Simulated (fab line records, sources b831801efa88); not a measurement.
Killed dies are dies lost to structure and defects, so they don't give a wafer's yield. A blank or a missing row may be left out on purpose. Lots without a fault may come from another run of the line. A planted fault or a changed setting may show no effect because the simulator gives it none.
fab line records | flow sky130
record lots=11 wafers=32 last_day=50
route steps=708 shown VIA2@523 METAL3@565 VIA3@576 PAD_OPEN@708
lots that met no fault: from a run of the same line without faults
start_h: hours from the record's first day to the start of the lot's first wafer shown | wait_h: hours since the lot's step before | " the same as in the row above | L1.1+2: a row that stands for several wafers | - no value, or no start given | * or withheld: withheld | < > ~ a bound
route shown NAME@n: a module of which the file shows steps, and the number in the route of the first | usual: mean/standard deviation of fault-free wafers | same: alike in all rows | chamber/n: place in a boat | sites: the reading at each site | _std_site: their standard deviation | _edge_site: outer sites' mean less inner sites' | radius_mm: how far each site lies from the wafer's centre | mask NAME#n: copy n | behind: the tool/chamber that last shaped the wafer | hold: why the lot was held/for how many hours/how that ended | device: the transistor (n, p or np) that didn't switch | end of line: the same wafers' tests at the end of the route | a step without rows: its recipe alone | killed: dies lost to structure and defects at the first sort, not the wafer's yield | map: a wafer's dies, x killed, . not, _ none there
set.NAME: the setting as run; set.NAME@STEP: as run at that earlier step | model.NAME: the simulator's own value behind a step, which no gauge read
steps of the route over a sample of lots; a table a step, a row a wafer
services: from which hour (start_h, from the record's first day; less than 0 if before it) a tool's chamber was out of use, for how many hours, and why
## steps
# step SKY_VIA2_STRIP_16
# recipe chemistry=O2/N2 power_w=1400 pressure_mtorr=1500 platen_temp_c=withheld o2_flow_sccm=3000 n2_flow_sccm=300 overash_fraction=0.5
# usual drypump_motor_current_A=5.7/0.46 oes_product_au=0.399/0.0045 strip_time_to_endpoint_s=4.053/0.025
# columns lot.wafer tool chamber start_h wait_h drypump_motor_current_A oes_product_au rf_hours_counter_h strip_time_to_endpoint_s
L329.2 plasma_asher-02 0 850.89 0.0 5.1 0.391 105 4.039
L329.4 " 1 " " 5.2 0.403 - 4.064
L329.5 " 0 " " 5.1 0.395 - 4.053
L334.1 plasma_asher-02 1 886.60 0.0 5.2 0.405 109 4.058
L334.3 " 0 " " 5.1 0.401 - 4.055
L334.6 " 1 " " 5.2 0.391 - 4.044
L336.2 plasma_asher-03 1 908.10 0.0 5.9 0.396 43 4.106
L336.4 " 1 " " 5.9 0.405 - 4.094
L337.2 plasma_asher-04 1 912.60 0.0 5.5 0.401 17 4.102
L337.5 " 0 " " 6.3 0.393 - 4.066
L337.6 " 1 " " 5.5 0.398 - 4.077
L338.1 plasma_asher-02 0 915.20 0.0 5.2 0.400 111 4.035
L338.3 " 1 " " 5.2 0.401 - 4.037
L338.4 " 0 " " 5.2 0.396 - 4.047
L339.1 plasma_asher-02 1 933.10 0.0 5.2 0.396 113 4.037
L339.3 " 0 " " 5.1 0.393 - 4.023
L339.5 " 0 " " 5.2 0.396 - 4.027
L346.2 plasma_asher-02 0 978.55 0.0 5.2 0.398 118 4.059
L346.3 " 1 " " 5.2 0.400 - 4.065
L346.6 " 0 " " 5.1 0.397 - 4.033
L347.1 plasma_asher-03 1 988.35 0.0 5.9 0.395 51 4.054
L347.3 " 1 " " 5.9 0.402 - 4.044
L347.4 " 0 " " 6.3 0.395 - 4.021
L349.3 plasma_asher-04 0 994.14 0.1 6.2 0.392 - 4.056
L349.5 " 1 " " 5.5 0.391 - 4.036
L349.6 " 0 " " 6.2 0.399 - 4.055
L350.3 plasma_asher-02 0 997.42 0.1 5.1 0.404 - 3.990
L350.4 " 1 " " 5.2 0.391 - 4.056
L350.6 " 0 " " 5.1 0.401 - 4.023
L352.2 plasma_asher-03 1 1014.65 0.0 5.9 0.404 53 4.031
L352.4 " 1 " " 5.9 0.396 - 4.038
L352.5 " 1 " " 5.9 0.393 - 4.031
# step SKY_METAL3_DESCUM_15
# recipe chemistry=O2 source_power_w=150 bias_power_w=0 pressure_mtorr=10 temp_c=40 time_s=8
# usual drypump_motor_current_A=5.6/0.54 oes_product_au=0.993/0.011
# columns lot.wafer tool chamber start_h wait_h drypump_motor_current_A oes_product_au rf_hours_counter_h
L329.2 rie_metal-02 0 905.10 0.0 4.8 1.009 16
L329.4 " 1 " " 5.7 0.986 -
L329.5 " 1 " " 5.7 0.991 -
L334.1 rie_metal-02 1 939.15 0.0 5.7 0.988 9
L334.3 " 1 " " 5.7 0.988 -
L334.6 " 1 " " 5.7 0.980 -
L336.2 rie_metal-01 1 959.38 0.0 5.2 0.997 0
L336.4 " 0 " " 6.4 0.995 -
L337.2 rie_metal-01 1 964.88 0.0 5.2 0.999 0
L337.5 " 0 " " 6.4 0.985 -
L337.6 " 1 " " 5.2 0.990 -
L338.1 rie_metal-02 0 966.03 0.0 4.8 1.001 1
L338.3 " 1 " " 5.6 0.994 -
L338.4 " 0 " " 4.8 1.004 -
L339.1 rie_metal-01 0 983.83 0.0 6.4 0.990 13
L339.3 " 1 " " 5.2 1.000 -
L339.5 " 0 " " 6.4 0.985 -
L346.2 rie_metal-02 1 1027.90 0.0 5.7 0.978 14
L346.3 " 1 " " 5.7 0.977 -
L346.6 " 0 " " 4.8 0.997 -
L347.1 rie_metal-01 1 1036.15 0.0 5.2 0.992 4
L347.3 " 1 " " 5.2 0.984 -
L347.4 " 0 " " 6.4 0.981 -
L349.3 rie_metal-02 0 1042.14 0.0 4.8 0.988 -
L349.5 " 0 " " 4.8 1.001 -
L349.6 " 1 " " 5.7 0.971 -
L350.3 rie_metal-02 0 1045.04 0.0 4.8 1.004 -
L350.4 " 1 " " 5.7 0.982 -
L350.6 " 1 " " 5.7 0.985 -
L352.2 rie_metal-02 1 1061.73 0.0 5.7 0.982 16
L352.4 " 0 " " 4.8 0.992 -
L352.5 " 0 " " 4.8 0.996 -
# step SKY_METAL3_METAL_ETCH_18
# recipe target_depth_a=8450 stop_on=SiO2 over_etch_frac=0.3 time_s=183.1 chemistry=Cl2/BCl3 resist_sidewall_deg=88 pressure_mtorr=10 icp_w=900 bias_w=48.5 Cl2_flow_sccm=60 bcl3_flow_sccm=30
# usual drypump_motor_current_A=5.7/0.41 oes_product_au=0.866/0.0067 throttle_valve_pct=22.265/0.0091
# columns lot.wafer tool chamber start_h wait_h drypump_motor_current_A oes_product_au rf_hours_counter_h throttle_valve_pct
L329.2 rie_metal-03 1 905.25 0.0 6.0 0.856 18 22.263
L329.4 " 1 " " 5.9 0.867 - 22.271
L329.5 " 0 " " 5.6 0.851 - 22.255
L334.1 rie_metal-03 0 939.43 0.0 5.6 0.874 11 22.264
L334.3 " 1 " " 5.9 0.868 - 22.268
L334.6 " 0 " " 5.7 0.869 - 22.276
L336.2 rie_metal-03 1 959.53 0.0 5.9 0.871 1 22.251
L336.4 " 0 " " 5.6 0.884 - 22.270
L337.2 rie_metal-03 1 965.03 0.0 6.0 0.866 2 22.267
L337.5 " 1 " " 6.0 0.863 - 22.263
L337.6 " 0 " " 5.6 0.868 - 22.268
L338.1 rie_metal-03 1 966.18 0.0 5.9 0.862 2 22.258
L338.3 " 0 " " 5.6 0.855 - 22.286
L338.4 " 1 " " 5.9 0.862 - 22.259
L339.1 rie_metal-02 1 983.98 0.0 5.7 0.849 12 22.268
L339.3 " 0 " " 4.8 0.863 - 22.276
L339.5 " 0 " " 4.8 0.863 - 22.255
L346.2 rie_metal-01 0 1028.09 0.0 6.4 0.869 15 22.268
L346.3 " 0 " " 6.4 0.854 - 22.262
L346.6 " 1 " " 5.2 0.856 - 22.265
L347.1 rie_metal-03 0 1036.30 0.0 5.6 0.861 17 22.252
L347.3 " 1 " " 5.9 0.863 - 22.265
L347.4 " 0 " " 5.6 0.866 - 22.256
L349.3 rie_metal-03 0 1042.34 0.1 5.6 0.870 - 22.262
L349.5 " 0 " " 5.6 0.862 - 22.261
L349.6 " 1 " " 6.0 0.860 - 22.288
L350.3 rie_metal-03 0 1045.24 0.1 5.6 0.858 - 22.250
L350.4 " 1 " " 6.0 0.867 - 22.268
L350.6 " 0 " " 5.7 0.856 - 22.262
L352.2 rie_metal-03 1 1061.88 0.0 6.0 0.870 8 22.264
L352.4 " 1 " " 6.0 0.875 - 22.268
L352.5 " 0 " " 5.6 0.864 - 22.262
# step SKY_METAL3_STRIP_19
# recipe chemistry=O2/N2 power_w=1400 pressure_mtorr=1500 platen_temp_c=withheld o2_flow_sccm=3000 n2_flow_sccm=300 overash_fraction=0.5
# usual drypump_motor_current_A=6.0/0.34 oes_product_au=0.503/0.0066 strip_time_to_endpoint_s=6.55/0.1
# columns lot.wafer tool chamber start_h wait_h drypump_motor_current_A oes_product_au rf_hours_counter_h strip_time_to_endpoint_s
L329.2 plasma_asher-04 0 905.43 0.1 6.2 0.509 16 6.68
L329.4 " 1 " " 5.5 0.509 - 6.64
L329.5 " 0 " " 6.3 0.508 - 6.57
L334.1 plasma_asher-01 0 939.60 0.1 5.4 0.503 82 6.53
L334.3 " 0 " " 5.4 0.503 - 6.54
L334.6 " 1 " " 6.2 0.507 - 6.58
L336.2 plasma_asher-03 1 959.71 0.1 5.9 0.530 48 7.35
L336.4 " 1 " " 5.9 0.542 - 7.44
L337.2 plasma_asher-04 1 965.21 0.1 5.6 0.535 22 7.35
L337.5 " 1 " " 5.6 0.532 - 7.36
L337.6 " 0 " " 6.2 0.541 - 7.46
L338.1 plasma_asher-03 1 966.36 0.1 5.9 0.543 49 7.39
L338.3 " 0 " " 6.3 0.543 - 7.50
L338.4 " 1 " " 5.9 0.536 - 7.35
L339.1 plasma_asher-01 0 984.16 0.1 5.4 0.520 86 6.83
L339.3 " 0 " " 5.4 0.510 - 6.60
L339.5 " 0 " " 5.4 0.507 - 6.64
L346.2 plasma_asher-01 0 1028.27 0.1 5.4 0.512 90 6.72
L346.3 " 0 " " 5.4 0.511 - 6.73
L346.6 " 1 " " 6.2 0.510 - 6.65
L347.1 plasma_asher-01 1 1036.48 0.1 6.2 0.502 91 6.46
L347.3 " 1 " " 6.2 0.505 - 6.46
L347.4 " 0 " " 5.4 0.494 - 6.46
L349.3 plasma_asher-01 1 1042.49 0.1 6.2 0.498 - 6.42
L349.5 " 1 " " 6.2 0.494 - 6.45
L349.6 " 0 " " 5.4 0.500 - 6.39
L350.3 plasma_asher-03 1 1045.39 0.1 5.9 0.495 - 6.50
L350.4 " 0 " " 6.3 0.497 - 6.45
L350.6 " 0 " " 6.3 0.509 - 6.52
L352.2 plasma_asher-03 1 1062.06 0.1 5.9 0.492 58 6.43
L352.4 " 1 " " 5.9 0.493 - 6.36
L352.5 " 1 " " 5.9 0.486 - 6.37
# step SKY_VIA3_BOW_MEAS_03
# recipe mode=bow
# usual VIA3_BOW=81/7.6
# columns lot.wafer tool chamber start_h wait_h VIA3_BOW[um]
L329.2 film_metro-01 - 906.84 0.3 90
L329.4 " - " " 92
L329.5 " - " " 78
L334.1 film_metro-01 - 940.73 0.2 93
L334.3 " - " " 88
L334.6 " - " " 83
L336.2 film_metro-02 - 960.85 0.1 73
L336.4 " - " " 70
L337.2 film_metro-03 - 966.82 0.1 89
L337.5 " - " " 92
L337.6 " - " " 80
L338.1 film_metro-02 - 967.70 0.1 78
L338.3 " - " " 84
L338.4 " - " " 80
L339.1 film_metro-02 - 985.29 0.1 78
L339.3 " - " " 84
L339.5 " - " " 74
L346.2 film_metro-01 - 1029.41 0.1 69
L346.3 " - " " 77
L346.6 " - " " 93
L347.1 film_metro-02 - 1037.96 0.1 95
L347.3 " - " " 88
L347.4 " - " " 87
L349.3 film_metro-01 - 1043.66 0.3 97
L349.5 " - " " 87
L349.6 " - " " 79
L350.3 film_metro-02 - 1046.60 0.2 77
L350.4 " - " " 80
L350.6 " - " " 79
L352.2 film_metro-02 - 1063.24 0.2 90
L352.4 " - " " 93
L352.5 " - " " 78
# step SKY_PAD_OPEN_PROBE_99
# usual defect_limited_yield=82.5/2.1 killed_at_M0_to_M3=43/7.7 killed_at_M4_up=3.4/1.9 killed_at_contacts=25/5.6 killed_at_front_end=14/4.3 killed_at_other=0.2/0.5 killed_dies=86/10 killed_open=47/7.2 killed_short=39/6.7
# same gross_dies=492 killed_at_back_side=0
# columns lot.wafer tool chamber start_h wait_h defect_limited_yield[%] killed_at_M0_to_M3 killed_at_M4_up killed_at_contacts killed_at_front_end killed_at_other killed_dies killed_open killed_short
L329.2 prober-02 - 1078.20 0.1 83.3 48 4 16 13 1 82 45 37
L329.4 prober-02 - 1078.30 0.2 84.8 37 5 20 11 2 75 45 30
L329.5 prober-02 - 1078.35 0.2 88.0 35 2 16 6 0 59 28 31
L334.1 prober-01 - 1109.11 0.1 84.1 46 3 18 11 0 78 40 38
L334.3 prober-01 - 1109.21 0.2 81.5 44 2 34 11 0 91 55 36
L334.6 prober-01 - 1109.36 0.2 87.2 35 2 18 8 0 63 32 31
L336.2 prober-01 - 1128.15 0.1 80.3 51 3 26 17 0 97 59 38
L336.4 prober-01 - 1128.25 0.2 83.9 32 1 29 17 0 79 40 37
L337.2 prober-02 - 1129.59 0.1 82.9 30 2 35 17 0 84 49 35
L337.5 prober-02 - 1129.74 0.2 82.7 40 8 29 8 0 85 51 34
L337.6 prober-02 - 1129.79 0.2 84.8 44 1 18 12 0 75 40 31
L338.1 prober-01 - 1130.86 0.1 80.1 58 4 15 21 0 98 53 45
L338.3 prober-01 - 1130.96 0.2 82.7 38 3 27 17 0 85 48 37
L338.4 prober-01 - 1131.01 0.2 79.5 43 3 28 27 0 101 61 40
L339.1 prober-02 - 1143.14 0.1 85.0 41 1 17 15 0 74 40 34
L339.3 prober-02 - 1143.24 0.2 81.3 40 4 32 16 0 92 51 41
L339.5 prober-02 - 1143.34 0.2 85.6 37 2 24 8 0 71 37 34
L346.2 prober-01 - 1178.05 0.1 78.3 55 5 34 13 0 107 57 50
L346.3 prober-01 - 1178.10 0.2 81.5 41 6 29 15 0 91 50 41
L346.6 prober-01 - 1178.25 0.2 82.7 43 4 23 15 0 85 44 41
L347.1 prober-02 - 1185.21 0.1 83.5 30 1 23 27 0 81 43 38
L347.3 prober-02 - 1185.31 0.2 83.1 32 2 32 17 0 83 48 35
L347.4 prober-02 - 1185.36 0.2 83.7 39 2 24 14 1 80 39 41
L349.3 prober-02 - 1189.45 0.2 82.9 42 4 24 14 0 84 39 45
L349.5 prober-02 - 1189.55 0.2 83.7 42 5 26 7 0 80 46 34
L349.6 prober-02 - 1189.60 0.2 82.1 46 3 20 19 0 88 57 31
L350.3 prober-01 - 1191.67 0.2 80.7 48 3 26 18 0 95 50 45
L350.4 prober-01 - 1191.72 0.2 82.5 43 5 31 7 0 86 50 36
L350.6 prober-01 - 1191.82 0.2 82.3 36 5 31 14 1 87 52 35
L352.2 prober-01 - 1204.00 0.1 85.8 34 2 20 14 0 70 43 27
L352.4 prober-01 - 1204.10 0.2 82.5 38 3 26 19 0 86 54 32
L352.5 prober-01 - 1204.15 0.2 80.9 47 3 31 13 0 94 44 50
# killed by level:class
L329.2 VIA2:geometric_particle:open=9 VIA1:geometric_particle:open=9 METAL1:geometric_particle:short=6 VIA3:geometric_particle:short=6 VIA3:geometric_particle:open=6 LI_CONTACT:geometric_particle:open=5 CONTACT:geometric_particle:open=5 FIELD_ISO:geometric_particle:open=4
L329.4 VIA2:geometric_particle:open=10 CONTACT:geometric_particle:open=9 VIA3:geometric_particle:open=7 METAL1:geometric_particle:short=5 FIELD_ISO:geometric_particle:short=4 CONTACT:geometric_particle:short=4 VIA1:geometric_particle:short=4 LI_CONTACT:geometric_particle:open=3
L329.5 METAL2:geometric_particle:short=7 CONTACT:geometric_particle:short=6 CONTACT:geometric_particle:open=6 VIA3:geometric_particle:open=6 VIA1:geometric_particle:open=4 VIA1:geometric_particle:short=4 METAL3:geometric_particle:short=4 FIELD_ISO:geometric_particle:open=2
L334.1 VIA1:geometric_particle:open=9 CONTACT:geometric_particle:open=9 VIA3:geometric_particle:open=8 POLY_GATE:geometric_particle:short=7 VIA2:geometric_particle:open=6 METAL2:geometric_particle:short=5 VIA3:geometric_particle:short=5 LOCAL_INTERCONNECT:geometric_particle:short=4
L334.3 VIA1:geometric_particle:open=13 CONTACT:geometric_particle:open=11 LI_CONTACT:geometric_particle:open=9 VIA1:geometric_particle:short=7 METAL2:geometric_particle:open=6 LOCAL_INTERCONNECT:geometric_particle:short=5 POLY_GATE:geometric_particle:open=4 LI_CONTACT:geometric_particle:short=4
L334.6 VIA1:geometric_particle:open=12 CONTACT:geometric_particle:open=7 LOCAL_INTERCONNECT:geometric_particle:short=5 POLY_GATE:geometric_particle:short=4 METAL1:geometric_particle:short=4 METAL3:geometric_particle:short=4 CONTACT:geometric_particle:short=3 VIA2:geometric_particle:short=3
L336.2 VIA1:geometric_particle:open=15 CONTACT:geometric_particle:open=14 FIELD_ISO:geometric_particle:short=8 LI_CONTACT:geometric_particle:open=6 METAL1:geometric_particle:short=6 FIELD_ISO:geometric_particle:open=5 VIA2:geometric_particle:open=5 VIA3:geometric_particle:open=5
L336.4 CONTACT:geometric_particle:open=10 VIA1:geometric_particle:open=9 CONTACT:geometric_particle:short=8 FIELD_ISO:geometric_particle:short=7 FIELD_ISO:geometric_particle:open=5 LI_CONTACT:geometric_particle:open=5 METAL1:geometric_particle:short=5 LOCAL_INTERCONNECT:geometric_particle:short=4
L337.2 CONTACT:geometric_particle:open=12 LI_CONTACT:geometric_particle:open=9 LOCAL_INTERCONNECT:geometric_particle:short=7 FIELD_ISO:geometric_particle:short=6 VIA1:geometric_particle:open=6 VIA2:geometric_particle:open=6 METAL1:geometric_particle:short=5 FIELD_ISO:geometric_particle:open=4
L337.5 VIA1:geometric_particle:open=15 CONTACT:geometric_particle:open=13 LI_CONTACT:geometric_particle:open=6 VIA1:geometric_particle:short=6 LOCAL_INTERCONNECT:geometric_particle:short=6 METAL4:geometric_particle:short=6 VIA2:geometric_particle:open=4 METAL3:geometric_particle:short=4
L337.6 VIA1:geometric_particle:open=8 CONTACT:geometric_particle:open=6 METAL1:geometric_particle:short=6 METAL2:geometric_particle:short=6 VIA2:geometric_particle:open=6 LI_CONTACT:geometric_particle:open=5 FIELD_ISO:geometric_particle:short=4 CONTACT:geometric_particle:short=4
L338.1 VIA1:geometric_particle:open=19 METAL1:geometric_particle:short=11 VIA3:geometric_particle:open=6 FIELD_ISO:geometric_particle:short=5 POLY_GATE:geometric_particle:short=5 LI_CONTACT:geometric_particle:open=5 METAL2:geometric_particle:short=5 VIA1:geometric_particle:short=5
L338.3 CONTACT:geometric_particle:open=14 VIA1:geometric_particle:open=7 VIA2:geometric_particle:open=7 FIELD_ISO:geometric_particle:short=5 LI_CONTACT:geometric_particle:open=5 VIA3:geometric_particle:open=5 VIA1:geometric_particle:short=5 FIELD_ISO:geometric_particle:open=4
L338.4 VIA1:geometric_particle:open=15 FIELD_ISO:geometric_particle:open=11 CONTACT:geometric_particle:short=7 METAL1:geometric_particle:short=7 LI_CONTACT:geometric_particle:open=6 CONTACT:geometric_particle:open=6 VIA2:geometric_particle:open=6 FIELD_ISO:geometric_particle:short=5
L339.1 VIA1:geometric_particle:open=13 VIA3:geometric_particle:open=5 FIELD_ISO:geometric_particle:open=5 LI_CONTACT:geometric_particle:open=5 LI_CONTACT:geometric_particle:short=5 LOCAL_INTERCONNECT:geometric_particle:short=4 VIA1:geometric_particle:short=4 METAL2:geometric_particle:open=4
L339.3 LI_CONTACT:geometric_particle:open=10 CONTACT:geometric_particle:open=10 VIA1:geometric_particle:open=9 FIELD_ISO:geometric_particle:short=6 VIA1:geometric_particle:short=5 METAL2:geometric_particle:short=5 VIA2:geometric_particle:open=5 LOCAL_INTERCONNECT:geometric_particle:short=4
L339.5 CONTACT:geometric_particle:open=10 VIA2:geometric_particle:open=9 VIA1:geometric_particle:short=6 LI_CONTACT:geometric_particle:open=5 METAL2:geometric_particle:short=5 LI_CONTACT:geometric_particle:short=4 VIA1:geometric_particle:open=4 VIA2:geometric_particle:short=4
L346.2 VIA1:geometric_particle:open=21 LI_CONTACT:geometric_particle:open=11 LOCAL_INTERCONNECT:geometric_particle:short=10 VIA1:geometric_particle:short=9 VIA2:geometric_particle:open=7 METAL2:geometric_particle:short=6 CONTACT:geometric_particle:open=6 CONTACT:geometric_particle:short=5
L346.3 CONTACT:geometric_particle:open=10 LI_CONTACT:geometric_particle:open=9 VIA3:geometric_particle:open=8 VIA1:geometric_particle:short=8 METAL1:geometric_particle:short=7 VIA1:geometric_particle:open=7 POLY_GATE:geometric_particle:open=6 POLY_GATE:geometric_particle:short=5
L346.6 METAL2:geometric_particle:short=12 CONTACT:geometric_particle:open=11 VIA1:geometric_particle:open=11 LI_CONTACT:geometric_particle:open=6 FIELD_ISO:geometric_particle:short=5 METAL3:geometric_particle:short=5 FIELD_ISO:geometric_particle:open=4 METAL4:geometric_particle:short=4
L347.1 CONTACT:geometric_particle:open=9 FIELD_ISO:geometric_particle:open=7 POLY_GATE:geometric_particle:short=7 VIA1:geometric_particle:open=7 FIELD_ISO:geometric_particle:short=6 POLY_GATE:geometric_particle:open=6 LI_CONTACT:geometric_particle:open=6 VIA1:geometric_particle:short=6
L347.3 CONTACT:geometric_particle:open=9 LI_CONTACT:geometric_particle:open=8 VIA1:geometric_particle:open=8 FIELD_ISO:geometric_particle:open=6 METAL1:geometric_particle:short=5 LOCAL_INTERCONNECT:geometric_particle:short=5 VIA2:geometric_particle:open=5 FIELD_ISO:geometric_particle:short=4
L347.4 CONTACT:geometric_particle:open=9 VIA3:geometric_particle:open=9 VIA2:geometric_particle:open=6 FIELD_ISO:geometric_particle:short=5 CONTACT:geometric_particle:short=5 METAL3:geometric_particle:short=5 LI_CONTACT:geometric_particle:open=4 LOCAL_INTERCONNECT:geometric_particle:short=4
L349.3 CONTACT:geometric_particle:open=9 VIA3:geometric_particle:open=7 VIA1:geometric_particle:open=6 METAL2:geometric_particle:short=6 VIA2:geometric_particle:short=6 CONTACT:geometric_particle:short=5 FIELD_ISO:geometric_particle:short=4 LI_CONTACT:geometric_particle:open=4
L349.5 VIA2:geometric_particle:open=12 CONTACT:geometric_particle:open=9 VIA3:geometric_particle:open=8 LOCAL_INTERCONNECT:geometric_particle:short=7 CONTACT:geometric_particle:short=6 METAL2:geometric_particle:short=5 VIA1:geometric_particle:open=5 METAL1:geometric_particle:short=4
L349.6 VIA2:geometric_particle:open=13 VIA1:geometric_particle:open=10 VIA3:geometric_particle:open=9 CONTACT:geometric_particle:open=6 FIELD_ISO:geometric_particle:open=5 POLY_GATE:geometric_particle:short=4 POLY_GATE:geometric_particle:open=4 LI_CONTACT:geometric_particle:open=4
L350.3 VIA1:geometric_particle:open=12 CONTACT:geometric_particle:open=9 VIA2:geometric_particle:open=7 POLY_GATE:geometric_particle:short=6 LI_CONTACT:geometric_particle:open=6 POLY_GATE:geometric_particle:open=5 CONTACT:geometric_particle:short=5 METAL1:geometric_particle:short=5
L350.4 LI_CONTACT:geometric_particle:open=12 CONTACT:geometric_particle:open=9 VIA3:geometric_particle:open=8 VIA2:geometric_particle:open=7 VIA1:geometric_particle:short=7 VIA1:geometric_particle:open=5 LI_CONTACT:geometric_particle:short=4 METAL2:geometric_particle:short=4
L350.6 LI_CONTACT:geometric_particle:open=11 CONTACT:geometric_particle:open=10 VIA2:geometric_particle:open=7 METAL1:geometric_particle:short=7 CONTACT:geometric_particle:short=6 POLY_GATE:geometric_particle:open=5 METAL4:geometric_particle:short=5 VIA3:geometric_particle:open=5
L352.2 LI_CONTACT:geometric_particle:open=11 METAL1:geometric_particle:short=7 VIA1:geometric_particle:open=7 VIA2:geometric_particle:open=7 FIELD_ISO:geometric_particle:short=4 FIELD_ISO:geometric_particle:open=3 POLY_GATE:geometric_particle:open=3 CONTACT:geometric_particle:open=3
L352.4 CONTACT:geometric_particle:open=10 LI_CONTACT:geometric_particle:open=9 VIA2:geometric_particle:open=8 VIA3:geometric_particle:open=7 FIELD_ISO:geometric_particle:short=5 VIA1:geometric_particle:open=5 VIA2:geometric_particle:short=3 CONTACT:geometric_particle:short=3
L352.5 VIA3:geometric_particle:open=10 CONTACT:geometric_particle:open=10 METAL1:geometric_particle:short=9 LOCAL_INTERCONNECT:geometric_particle:short=8 VIA1:geometric_particle:short=7 VIA1:geometric_particle:open=7 CONTACT:geometric_particle:short=6 FIELD_ISO:geometric_particle:short=4
## services
# columns tool chamber start_h hours kind
plasma_asher-03 - 837.45 14.6 pm
rie_metal-02 - 847.10 1.4 pm
plasma_asher-04 - 855.27 1.1 repair
rie_metal-01 - 893.41 1.4 pm
plasma_asher-02 - 908.55 1.2 repair
rie_metal-03 1 921.64 - clean
rie_metal-03 1 921.64 12.6 scheduled_down
rie_metal-03 1 921.64 12.6 vent_cycle
rie_metal-02 0 927.26 - clean
rie_metal-02 0 927.26 18.2 scheduled_down
rie_metal-02 0 927.26 18.2 vent_cycle
rie_metal-01 1 934.03 - clean
rie_metal-01 1 934.03 22.9 scheduled_down
rie_metal-01 1 934.03 22.9 vent_cycle
plasma_asher-03 - 961.86 2.7 repair
rie_metal-02 - 973.19 2.8 pm
rie_metal-01 - 996.49 0.4 repair
rie_metal-02 - 1021.32 0.3 repair
plasma_asher-04 - 1024.59 1.6 repair
plasma_asher-01 - 1026.50 1.3 repair
rie_metal-03 - 1031.37 1.9 repair
plasma_asher-02 - 1055.25 9.0 pm
plasma_asher-02 0 1055.25 9.0 vent_cycle
plasma_asher-02 1 1055.25 9.0 vent_cycle
## key
first_sign step=SKY_METAL3_STRIP_19 reading=strip_time_to_endpoint_s direction=up sigmas=8.1 usual=* struck=*
effect step=SKY_METAL3_STRIP_19 reading=oes_product_au direction=up sigmas=5.2 usual=0.503 struck=0.538
met_at SKY_METAL3_METAL_ETCH_18
struck_lots L336,L337,L338
not_acting_at SKY_VIA2_STRIP_16,SKY_METAL3_DESCUM_15,SKY_VIA3_BOW_MEAS_03
onset_between 939.43 959.53
fault kind=process_parameter_drift tool=rie_metal-03 chamber=- onset_h=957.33 steps=SKY_METAL3_METAL_ETCH_18 channel=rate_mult offset=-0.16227 shape=step end_h=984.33
